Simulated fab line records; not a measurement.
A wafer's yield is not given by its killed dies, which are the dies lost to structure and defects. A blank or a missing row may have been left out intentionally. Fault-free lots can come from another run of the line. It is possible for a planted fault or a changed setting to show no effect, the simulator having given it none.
A struck lot beside a sound one :: flow sky130 :: 14 steps out of a route of 708
Sound: wafers L912.3, L912.4, L912.6. The struck wafers were L909.1, L909.2, L909.6. The cause comes at the end.
Each step with rows lists, per side, the tool, then ch with its chambers, then its first start. Under that, the readings that differ: sound wafers :: struck wafers :: difference of the means :: sigmas: that difference in standard deviations of wafers without a fault.
alike: words and numbers the same on both sides, and readings whose means are apart by under 2 such deviations; not compared: readings that were withheld, readings missing a value for some wafer, numbers with overlapping values and no deviation given by the record, and bounds like >300 which may hide the same value.
The two part at a step that has a row with sigmas, a row that says differs or no value, or rows on one side only. Non-overlapping numbers with no deviation appear without sigmas and do not part them. A reading that every wafer of one side lacks parts them only if that side has two wafers or more.

SKY_METAL4_SPUTTER_04: material TiN, target thk 70 nm, time 58.3 s.
  sound: pvdSputter-04 at day 43 19:12; struck: pvdSputter-01 at day 43 00:31
  alike: cathodeDcPowerW, throttleValvePct
SKY_CAP2M_CVD_00: deposits SiO2, target thk 15.5 nm.
  sound on pecvd-04 ch 1,2, day 43 19:15; struck on pecvd-03 ch 1,2, day 43 00:34
reading: heaterPowerW (W)
sound: 635 642 744
struck: 951 883 921
difference: +245
sigmas: +2
SKY_CAP2M_THK_MEAS_01:
  sound: filmMetro-03 at day 43 19:17; struck: filmMetro-03 at day 43 00:35
  alike: CAP2M_CVD_00_THK
SKY_CAP2M_SPUTTER_02: material TiN, target thk 200 nm, time 166.7 s.
  sound: pvdSputter-02 at day 43 19:20; struck: pvdSputter-04 at day 43 00:38
  alike: cathodeDcPowerW, throttleValvePct
SKY_CAP2M_RS_MEAS_03: uses a four-point probe to measure.
  sound: filmMetro-03 at day 43 19:29; struck: filmMetro-02 at day 43 00:45
  alike: CAP2M_TIN_RS
SKY_CAP2M_THK_MEAS_04: measures by xrf.
  sound: filmMetro-03 at day 43 19:35; struck: filmMetro-02 at day 43 00:52
  alike: CAP2M_TIN_THK
then, 6 steps without rows for these wafers: SKY_CAP2M_DEHYDRATE_05 (time 60 s); SKY_CAP2M_HMDS_06 (prime time 60 s); SKY_CAP2M_COAT_07 (resist thk 1140 nm); SKY_CAP2M_SOFTBAKE_08 (time 60 s); SKY_CAP2M_EXPOSE_09 (exposes mask CAP2M, target cd 1000 nm); SKY_CAP2M_PEB_10.
SKY_CAP2M_DEVELOP_11: develop time 60 s.
  sound on lithoTrack-01 ch 0, day 44 17:17; struck on lithoTrack-02, day 43 22:28
  no value came back on the struck wafers for chillPlateTempC (C), developTimeS (s); on the sound wafers chillPlateTempC (C) reads 23.19 23.15 23.00
SKY_CAP2M_OVL_MEAS_12:
  sound: overlay-01 at day 44 17:24; struck: overlay-01 at day 43 22:37
reading: CAP2M_OVL (nm)
sound: -2.6 -0.2 0.9
struck: - - -
difference: no value on the struck wafers
sigmas: 

WHERE THEY PART
At SKY_CAP2M_CVD_00 first; at SKY_CAP2M_OVL_MEAS_12 last (within this record only).

WHY: what had been put in by the simulator
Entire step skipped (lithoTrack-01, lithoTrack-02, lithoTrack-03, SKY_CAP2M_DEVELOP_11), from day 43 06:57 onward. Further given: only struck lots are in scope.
